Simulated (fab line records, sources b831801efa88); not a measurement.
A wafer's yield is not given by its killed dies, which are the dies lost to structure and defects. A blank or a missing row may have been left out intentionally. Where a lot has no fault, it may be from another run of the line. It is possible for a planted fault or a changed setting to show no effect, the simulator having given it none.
Matching of chambers || flow gf180mcu || GF_CONTACT_CVD_02 on pecvd-03: 3 sister chambers
The step deposits SiO2 from TEOS, target thk 860 nm, time 95.992 s. 6 wafers are shown with their chamber, then 8 later ones without.

## WAFERS, EACH WITH ITS CHAMBER
{"wafer": "L260.4", "chamber": 1, "heaterPowerW (W)": 543}
{"wafer": "L267.2", "chamber": 2, "heaterPowerW (W)": 641}
{"wafer": "L269.2", "chamber": 2, "heaterPowerW (W)": 680}
{"wafer": "L269.5", "chamber": 1, "heaterPowerW (W)": 660}
{"wafer": "L269.6", "chamber": 0, "heaterPowerW (W)": 405}
{"wafer": "L271.3", "chamber": 0, "heaterPowerW (W)": 518}

## WAFERS WITH NO CHAMBER GIVEN
{"wafer": "L271.4", "heaterPowerW (W)": 646}
{"wafer": "L271.6", "heaterPowerW (W)": 642}
{"wafer": "L272.1", "heaterPowerW (W)": 516}
{"wafer": "L272.3", "heaterPowerW (W)": 688}
{"wafer": "L272.5", "heaterPowerW (W)": 529}
{"wafer": "L276.3", "heaterPowerW (W)": 543}
{"wafer": "L276.4", "heaterPowerW (W)": 525}
{"wafer": "L276.6", "heaterPowerW (W)": 418}

## THE CHAMBER EACH PASSED THROUGH
{"wafer": "L271.4", "from the rows above": "can't be placed: 2 or 1", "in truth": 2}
{"wafer": "L271.6", "from the rows above": "can't be placed: 2 or 1", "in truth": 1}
{"wafer": "L272.1", "from the rows above": "can't be placed: 0 or 1 or 2", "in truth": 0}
{"wafer": "L272.3", "from the rows above": "can't be placed: 2 or 1", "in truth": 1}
{"wafer": "L272.5", "from the rows above": "can't be placed: 0 or 1 or 2", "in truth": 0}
{"wafer": "L276.3", "from the rows above": "can't be placed: 1 or 0 or 2", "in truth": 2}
{"wafer": "L276.4", "from the rows above": "can't be placed: 0 or 1 or 2", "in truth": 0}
{"wafer": "L276.6", "from the rows above": 0, "in truth": 0}
Correctly placed: 1 of 8. Not placeable from these rows: 7 (in 7, the candidates include the true chamber). 0 placed wrongly.
How it was worked out, from the rows above alone: a wafer's distance from a chamber is the root of the sum, over the readings, of the square of ((its reading less the chamber's mean) divided by the reading's scatter). The wafer belongs to the nearest chamber; if the next one is less than 2 further off, it can't be placed. A chamber's mean is the mean of its shown wafers. How the scatter is found: for the shown wafers, subtract from each reading the mean of its chamber, square and add these, divide the total by (wafers less chambers), then take the root.
